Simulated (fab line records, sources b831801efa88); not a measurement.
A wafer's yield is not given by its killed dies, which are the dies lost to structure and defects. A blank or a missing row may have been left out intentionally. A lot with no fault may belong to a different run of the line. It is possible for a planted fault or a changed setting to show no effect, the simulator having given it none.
Which tool did it? || flow gf180mcu || 15 lots, 45 wafers sampled, at 4 steps of a route of 602

WHAT THE GAUGES READ, wafer by wafer
GF_POLY_GATE_CD_MEAS_10: target cd 280 nm.
{"lot": "L765", "measured": "day 9 09:47", "on": "cd_sem-01", "cd_nm (nm)": "279.7 279.5 278.5"}
{"lot": "L767", "measured": "day 10 02:29", "on": "cd_sem-02", "cd_nm (nm)": "279.9 279.8 279.5"}
{"lot": "L768", "measured": "day 10 08:25", "on": "cd_sem-02", "cd_nm (nm)": "280.0 281.4 280.3"}
{"lot": "L769", "measured": "day 10 17:05", "on": "cd_sem-02", "cd_nm (nm)": "279.8 281.0 280.3"}
{"lot": "L770", "measured": "day 10 23:17", "on": "cd_sem-02", "cd_nm (nm)": "281.3 281.8 281.0"}
{"lot": "L771", "measured": "day 11 08:11", "on": "cd_sem-01", "cd_nm (nm)": "279.5 280.8 280.9"}
{"lot": "L772", "measured": "day 11 16:08", "on": "cd_sem-01", "cd_nm (nm)": "279.0 280.2 279.8"}
{"lot": "L773", "measured": "day 12 01:02", "on": "cd_sem-01", "cd_nm (nm)": "280.2 281.3 279.1"}
{"lot": "L779", "measured": "day 13 19:37", "on": "cd_sem-02", "cd_nm (nm)": "279.8 280.5 279.5"}
{"lot": "L780", "measured": "day 14 02:31", "on": "cd_sem-02", "cd_nm (nm)": "279.9 280.1 280.2"}
{"lot": "L781", "measured": "day 14 08:10", "on": "cd_sem-02", "cd_nm (nm)": "276.7 277.8 279.2"}
{"lot": "L782", "measured": "day 14 15:07", "on": "cd_sem-02", "cd_nm (nm)": "279.4 277.3 277.8"}
{"lot": "L783", "measured": "day 14 20:40", "on": "cd_sem-01", "cd_nm (nm)": "280.3 280.9 281.0"}
{"lot": "L785", "measured": "day 15 15:04", "on": "cd_sem-01", "cd_nm (nm)": "278.6 279.5 278.9"}
{"lot": "L786", "measured": "day 15 20:35", "on": "cd_sem-02", "cd_nm (nm)": "278.0 278.9 278.8"}

GF_M1_CD_MEAS_14: target cd 230 nm.
{"lot": "L765", "measured": "day 17 08:05", "on": "cd_sem-01", "cd_nm (nm)": "231.2 230.0 230.5"}
{"lot": "L767", "measured": "day 18 03:11", "on": "cd_sem-02", "cd_nm (nm)": "230.8 231.3 229.6"}
{"lot": "L768", "measured": "day 18 14:33", "on": "cd_sem-02", "cd_nm (nm)": "229.9 228.9 229.4"}
{"lot": "L772", "measured": "day 20 06:46", "on": "cd_sem-02", "cd_nm (nm)": "231.0 230.1 230.5"}
{"lot": "L773", "measured": "day 20 18:01", "on": "cd_sem-01", "cd_nm (nm)": "230.5 232.1 230.4"}
{"lot": "L779", "measured": "day 22 19:49", "on": "cd_sem-02", "cd_nm (nm)": "231.8 230.6 230.7"}
{"lot": "L780", "measured": "day 23 04:04", "on": "cd_sem-02", "cd_nm (nm)": "231.1 231.2 231.6"}
{"lot": "L781", "measured": "day 23 11:02", "on": "cd_sem-02", "cd_nm (nm)": "227.2 228.5 228.0"}
{"lot": "L782", "measured": "day 23 18:20", "on": "cd_sem-01", "cd_nm (nm)": "230.4 229.2 229.8"}
{"lot": "L783", "measured": "day 24 03:12", "on": "cd_sem-01", "cd_nm (nm)": "230.3 230.2 229.9"}
{"lot": "L785", "measured": "day 24 18:24", "on": "cd_sem-01", "cd_nm (nm)": "229.7 230.4 229.0"}
{"lot": "L786", "measured": "day 25 01:13", "on": "cd_sem-01", "cd_nm (nm)": "231.5 230.4 230.4"}

TOOL THAT RAN EACH LOT (tool first, then ch and the chambers of the sampled wafers, then the start)
{"lot": "L765", "GF_HV_LDD_DEVELOP_45": "litho_track-01 ch 0, day 12 14:49", "GF_CONTACT_ETCH_16": "rie_diel-03 ch 0,1,2, day 16 07:40"}
{"lot": "L767", "GF_HV_LDD_DEVELOP_45": "litho_track-04 ch 0, day 13 08:53", "GF_CONTACT_ETCH_16": "rie_diel-02 ch 1,2,3, day 17 02:47"}
{"lot": "L768", "GF_HV_LDD_DEVELOP_45": "litho_track-01 ch 0, day 13 16:43", "GF_CONTACT_ETCH_16": "rie_diel-04 ch 1,2,3, day 17 13:38"}
{"lot": "L769", "GF_HV_LDD_DEVELOP_45": "litho_track-01, day 14 00:22", "GF_CONTACT_ETCH_16": "-"}
{"lot": "L770", "GF_HV_LDD_DEVELOP_45": "litho_track-02, day 14 07:32", "GF_CONTACT_ETCH_16": "-"}
{"lot": "L771", "GF_HV_LDD_DEVELOP_45": "litho_track-02, day 14 18:30", "GF_CONTACT_ETCH_16": "-"}
{"lot": "L772", "GF_HV_LDD_DEVELOP_45": "litho_track-01 ch 0, day 15 03:32", "GF_CONTACT_ETCH_16": "rie_diel-02 ch 0,3, day 19 04:47"}
{"lot": "L773", "GF_HV_LDD_DEVELOP_45": "litho_track-04 ch 0, day 15 13:44", "GF_CONTACT_ETCH_16": "rie_diel-02 ch 1,2,3, day 19 16:34"}
{"lot": "L779", "GF_HV_LDD_DEVELOP_45": "litho_track-01 ch 0, day 17 13:35", "GF_CONTACT_ETCH_16": "rie_diel-04 ch 1,2,3, day 21 19:08"}
{"lot": "L780", "GF_HV_LDD_DEVELOP_45": "litho_track-01 ch 0, day 17 21:26", "GF_CONTACT_ETCH_16": "rie_diel-02 ch 0,1, day 22 03:05"}
{"lot": "L781", "GF_HV_LDD_DEVELOP_45": "litho_track-02 ch 0, day 18 03:18", "GF_CONTACT_ETCH_16": "rie_diel-03 ch 0,1,2, day 22 10:17"}
{"lot": "L782", "GF_HV_LDD_DEVELOP_45": "litho_track-01 ch 0, day 18 12:47", "GF_CONTACT_ETCH_16": "rie_diel-03 ch 0,1,2, day 22 18:04"}
{"lot": "L783", "GF_HV_LDD_DEVELOP_45": "litho_track-04 ch 0, day 18 22:02", "GF_CONTACT_ETCH_16": "rie_diel-04 ch 1,2,3, day 23 03:20"}
{"lot": "L785", "GF_HV_LDD_DEVELOP_45": "litho_track-04 ch 0, day 19 14:08", "GF_CONTACT_ETCH_16": "rie_diel-04 ch 1,3, day 23 18:26"}
{"lot": "L786", "GF_HV_LDD_DEVELOP_45": "litho_track-01 ch 0, day 19 20:55", "GF_CONTACT_ETCH_16": "rie_diel-04 ch 2,3, day 24 01:31"}
- GF_HV_LDD_DEVELOP_45: develop time 60 s.
- GF_CONTACT_ETCH_16: etches BARC in N2/H2.

WHAT THE TOOLS THEMSELVES READ (means of the sampled wafers that have a number; where no wafer has one, the mark that the record gives instead)
GF_HV_LDD_DEVELOP_45.
{"lot": "L765", "tool": "litho_track-01", "chill_plate_temp_C (C)": 22.98}
{"lot": "L767", "tool": "litho_track-04", "chill_plate_temp_C (C)": 23.01}
{"lot": "L768", "tool": "litho_track-01", "chill_plate_temp_C (C)": 22.92}
{"lot": "L769", "tool": "litho_track-01", "chill_plate_temp_C (C)": "-"}
{"lot": "L770", "tool": "litho_track-02", "chill_plate_temp_C (C)": "-"}
{"lot": "L771", "tool": "litho_track-02", "chill_plate_temp_C (C)": "-"}
{"lot": "L772", "tool": "litho_track-01", "chill_plate_temp_C (C)": 23.13}
{"lot": "L773", "tool": "litho_track-04", "chill_plate_temp_C (C)": 22.81}
{"lot": "L779", "tool": "litho_track-01", "chill_plate_temp_C (C)": 23.11}
{"lot": "L780", "tool": "litho_track-01", "chill_plate_temp_C (C)": 23.04}
{"lot": "L781", "tool": "litho_track-02", "chill_plate_temp_C (C)": 23.06}
{"lot": "L782", "tool": "litho_track-01", "chill_plate_temp_C (C)": 23.07}
{"lot": "L783", "tool": "litho_track-04", "chill_plate_temp_C (C)": 22.90}
{"lot": "L785", "tool": "litho_track-04", "chill_plate_temp_C (C)": 22.93}
{"lot": "L786", "tool": "litho_track-01", "chill_plate_temp_C (C)": 23.01}

GF_CONTACT_ETCH_16.
{"lot": "L765", "tool": "rie_diel-03", "bias_w (W)": 99.96, "drypump_motor_current_A (A)": 5.4, "oes_product_au (a.u.)": 0.855, "throttle_valve_pct (%)": 13.217}
{"lot": "L767", "tool": "rie_diel-02", "bias_w (W)": 100.34, "drypump_motor_current_A (A)": 5.5, "oes_product_au (a.u.)": 0.854, "throttle_valve_pct (%)": 13.224}
{"lot": "L768", "tool": "rie_diel-04", "bias_w (W)": 99.71, "drypump_motor_current_A (A)": 5.9, "oes_product_au (a.u.)": 0.851, "throttle_valve_pct (%)": 13.223}
{"lot": "L772", "tool": "rie_diel-02", "bias_w (W)": 99.97, "drypump_motor_current_A (A)": 5.5, "oes_product_au (a.u.)": 0.857, "throttle_valve_pct (%)": 13.232}
{"lot": "L773", "tool": "rie_diel-02", "bias_w (W)": 100.23, "drypump_motor_current_A (A)": 5.5, "oes_product_au (a.u.)": 0.855, "throttle_valve_pct (%)": 13.221}
{"lot": "L779", "tool": "rie_diel-04", "bias_w (W)": 99.92, "drypump_motor_current_A (A)": 5.8, "oes_product_au (a.u.)": 0.856, "throttle_valve_pct (%)": 13.223}
{"lot": "L780", "tool": "rie_diel-02", "bias_w (W)": 99.86, "drypump_motor_current_A (A)": 6.1, "oes_product_au (a.u.)": 0.859, "throttle_valve_pct (%)": 13.223}
{"lot": "L781", "tool": "rie_diel-03", "bias_w (W)": 100.00, "drypump_motor_current_A (A)": 5.4, "oes_product_au (a.u.)": 0.852, "throttle_valve_pct (%)": 13.232}
{"lot": "L782", "tool": "rie_diel-03", "bias_w (W)": 99.73, "drypump_motor_current_A (A)": 5.4, "oes_product_au (a.u.)": 0.862, "throttle_valve_pct (%)": 13.219}
{"lot": "L783", "tool": "rie_diel-04", "bias_w (W)": 100.10, "drypump_motor_current_A (A)": 5.9, "oes_product_au (a.u.)": 0.854, "throttle_valve_pct (%)": 13.225}
{"lot": "L785", "tool": "rie_diel-04", "bias_w (W)": 100.01, "drypump_motor_current_A (A)": 5.8, "oes_product_au (a.u.)": 0.849, "throttle_valve_pct (%)": 13.225}
{"lot": "L786", "tool": "rie_diel-04", "bias_w (W)": 99.85, "drypump_motor_current_A (A)": 5.6, "oes_product_au (a.u.)": 0.857, "throttle_valve_pct (%)": 13.223}

THE ANSWER, worked out from the rows above alone
Rule: the lots themselves supply what counts as usual. Put in order of their means at a reading, lots are off if they are a third of the lots or fewer, leave a main group of 4 or more, and stand apart from it by a gap of 3 or more times the standard deviation of the main group's means; of several such gaps the widest counts. A main group is skipped when, at the precision printed for the reading in the tables above, its means are all equal. Also off: a lot with no number at a reading for which 4 or more lots have one. All remaining lots with rows at the step are treated as sound. First the gauges in route order, then the tools' own readings, where a lot's mean is used as printed above. The first step at which some lot is off is used, and at that step the reading that is off furthest; a lot without a number counts as furthest.
Off: L769, L770, L771, at GF_HV_LDD_DEVELOP_45 (chill_plate_temp_C). Without a number there: L769, L770, L771. Mean 23.00 C and standard deviation 0.09 in the main group.
If a tool, at that step or one of the process steps before it, ran each lot that is off and ran no sound lot following the first of them, it fits. Of those tried, none fits.

WHAT HAD BEEN PUT IN BY THE SIMULATOR
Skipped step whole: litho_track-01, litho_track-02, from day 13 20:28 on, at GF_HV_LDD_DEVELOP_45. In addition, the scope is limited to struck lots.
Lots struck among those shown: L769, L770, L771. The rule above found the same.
